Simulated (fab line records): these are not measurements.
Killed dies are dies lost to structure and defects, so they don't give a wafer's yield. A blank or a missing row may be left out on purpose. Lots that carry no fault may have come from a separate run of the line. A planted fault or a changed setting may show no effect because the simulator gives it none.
What tool caused it? -- flow gf180mcu -- route of 602 steps, sampled at 1 step: 7 lots, 21 wafers

== WHAT THE GAUGES SHOWED, per wafer ==
GF_V1_RS_MEAS_24: measures by four-point-probe.
lot,measured,on,V1_W_RS (ohm/sq)
L394,day 18 21:44,filmMetro-04,0.328 0.331 0.318
L398,day 20 14:58,filmMetro-01,0.329 0.327 0.329
L401,day 21 12:10,filmMetro-01,0.329 0.325 0.327
L407,day 23 15:02,filmMetro-04,0.330 0.326 0.329
L411,day 24 22:54,filmMetro-04,0.314 0.326 0.328
L413,day 25 20:16,filmMetro-03,0.323 0.323 0.320
L415,day 26 04:53,filmMetro-01,0.324 0.316 0.316

== WHICH TOOL RAN EACH LOT (tool, then ch and the chambers of the sampled wafers, then the start) ==
The record holds no process step before these readings.

== THE ANSWER, worked out from the rows above alone ==
Rule: the lots themselves supply what counts as usual. Put in order of their means at a reading, lots are off if they are a third of the lots or fewer, leave a main group of 4 or more, and stand apart from it by a gap of 3 or more times the standard deviation of the main group's means; of several such gaps the widest counts. Not used: any main group whose means are identical at the precision the tables above print for the reading. A lot without any number at a reading at which 4 lots or more have one is off too. The other lots that the step has rows for count as sound.
No lot is off on any of the readings shown, so nothing can be concluded from this.

== WHAT THE SIMULATOR HAD INSERTED ==
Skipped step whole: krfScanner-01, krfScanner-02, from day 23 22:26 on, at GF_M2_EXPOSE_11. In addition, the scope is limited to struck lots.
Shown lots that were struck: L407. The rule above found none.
